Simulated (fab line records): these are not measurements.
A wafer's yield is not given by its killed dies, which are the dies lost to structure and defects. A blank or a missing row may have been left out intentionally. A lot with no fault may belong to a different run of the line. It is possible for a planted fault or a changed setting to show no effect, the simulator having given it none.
Matching of chambers	flow sfq line	4 sister chambers for SFQ_TRILAYER_I1_CMP_CMP_046 on cmp-02
The step polishes SiO2. 8 wafers are shown with their chamber, then 8 later ones without.

== EACH WAFER AND ITS CHAMBER ==
wafer	chamber	motor current A (A)	slurry filter dp kPa (kPa)
L927.4	3	8.9	13.53
L930.6	0	10.9	13.55
L932.3	2	11.7	13.28
L932.6	2	12.1	13.72
L935.2	0	9.9	13.53
L935.3	3	8.6	13.38
L935.6	1	10.6	13.59
L936.2	1	10.3	13.59

== WAFERS WITHOUT THEIR CHAMBER ==
wafer	motor current A (A)	slurry filter dp kPa (kPa)
L936.3	12.1	13.44
L936.6	8.8	13.41
L943.1	8.4	13.40
L943.5	10.3	13.18
L943.6	10.7	13.85
L944.2	8.4	13.45
L944.1	10.9	13.62
L944.6	8.9	13.67

== WHICH CHAMBER EACH WENT THROUGH ==
wafer	from the rows above	in truth
L936.3	2	2
L936.6	3	3
L943.1	3	3
L943.5	can't be placed: 0 or 1 or 3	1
L943.6	can't be placed: 1 or 0 or 2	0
L944.2	3	3
L944.1	can't be placed: 1 or 0 or 2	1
L944.6	3	3
5 of 8 placed correctly. Can't be placed from these rows: 3 (the true chamber is among the candidates in 3). Wrongly placed: 0.
How it was worked out, from the rows above alone: a wafer's distance from a chamber is the root of the sum, over the readings, of the square of ((its reading less the chamber's mean) divided by the reading's scatter). If the next closest chamber is less than 2 further off than the closest, the wafer can't be placed; otherwise it belongs to the closest. Each chamber's mean is taken over the wafers shown for it. The scatter: take each reading less its chamber's mean, square it, sum over the shown wafers, divide by the number of wafers less the number of chambers, and take the root.
